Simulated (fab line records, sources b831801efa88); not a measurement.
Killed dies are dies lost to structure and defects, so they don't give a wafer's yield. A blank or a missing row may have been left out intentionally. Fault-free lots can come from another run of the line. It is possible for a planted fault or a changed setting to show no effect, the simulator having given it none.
Chamber matching / flow sky130 / 4 sister chambers for SKY_VIA3_ETCH_14 on rie_diel-03
The step etches BARC in N2/H2, stops on SiO2, time 45.9 s, target depth 60 nm. 7 wafers are shown with their chamber, then 7 later ones without.

## WAFERS PAIRED WITH THEIR CHAMBERS
wafer=L370.2; chamber=2; drypump_motor_current_A (A)=5.7; throttle_valve_pct (%)=13.232
wafer=L370.5; chamber=0; drypump_motor_current_A (A)=5.1; throttle_valve_pct (%)=13.227
wafer=L373.1; chamber=1; drypump_motor_current_A (A)=5.5; throttle_valve_pct (%)=13.243
wafer=L373.3; chamber=2; drypump_motor_current_A (A)=5.7; throttle_valve_pct (%)=13.238
wafer=L373.6; chamber=0; drypump_motor_current_A (A)=5.0; throttle_valve_pct (%)=13.216
wafer=L374.3; chamber=3; drypump_motor_current_A (A)=5.0; throttle_valve_pct (%)=13.219
wafer=L374.5; chamber=3; drypump_motor_current_A (A)=5.0; throttle_valve_pct (%)=13.234

## WAFERS WHOSE CHAMBER IS MISSING
wafer=L374.6; drypump_motor_current_A (A)=5.1; throttle_valve_pct (%)=13.235
wafer=L376.1; drypump_motor_current_A (A)=5.7; throttle_valve_pct (%)=13.209
wafer=L376.4; drypump_motor_current_A (A)=5.1; throttle_valve_pct (%)=13.230
wafer=L376.5; drypump_motor_current_A (A)=5.6; throttle_valve_pct (%)=13.229
wafer=L377.1; drypump_motor_current_A (A)=5.6; throttle_valve_pct (%)=13.226
wafer=L377.5; drypump_motor_current_A (A)=5.0; throttle_valve_pct (%)=13.230
wafer=L377.6; drypump_motor_current_A (A)=5.6; throttle_valve_pct (%)=13.222

## WHICH CHAMBER EACH ONE RAN IN
wafer=L374.6; from the rows above=can't be placed: 0 or 3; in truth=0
wafer=L376.1; from the rows above=2; in truth=2
wafer=L376.4; from the rows above=can't be placed: 0 or 3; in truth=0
wafer=L376.5; from the rows above=can't be placed: 2 or 1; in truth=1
wafer=L377.1; from the rows above=can't be placed: 2 or 1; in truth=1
wafer=L377.5; from the rows above=can't be placed: 3 or 0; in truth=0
wafer=L377.6; from the rows above=can't be placed: 2 or 1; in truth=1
Correct placement for 1 of the 7. Can't be placed from these rows: 6 (the true chamber is among the candidates in 6). Placed wrongly: 0.
How it was worked out, from the rows above alone: a wafer's distance from a chamber is the root of the sum, over the readings, of the square of ((its reading less the chamber's mean) divided by the reading's scatter). If the next closest chamber is less than 2 further off than the closest, the wafer can't be placed; otherwise it belongs to the closest. The mean given for a chamber averages the wafers shown for that chamber. The scatter is the square root of a quotient: the sum, over the shown wafers, of each reading's squared deviation from its chamber's mean, divided by wafers minus chambers.
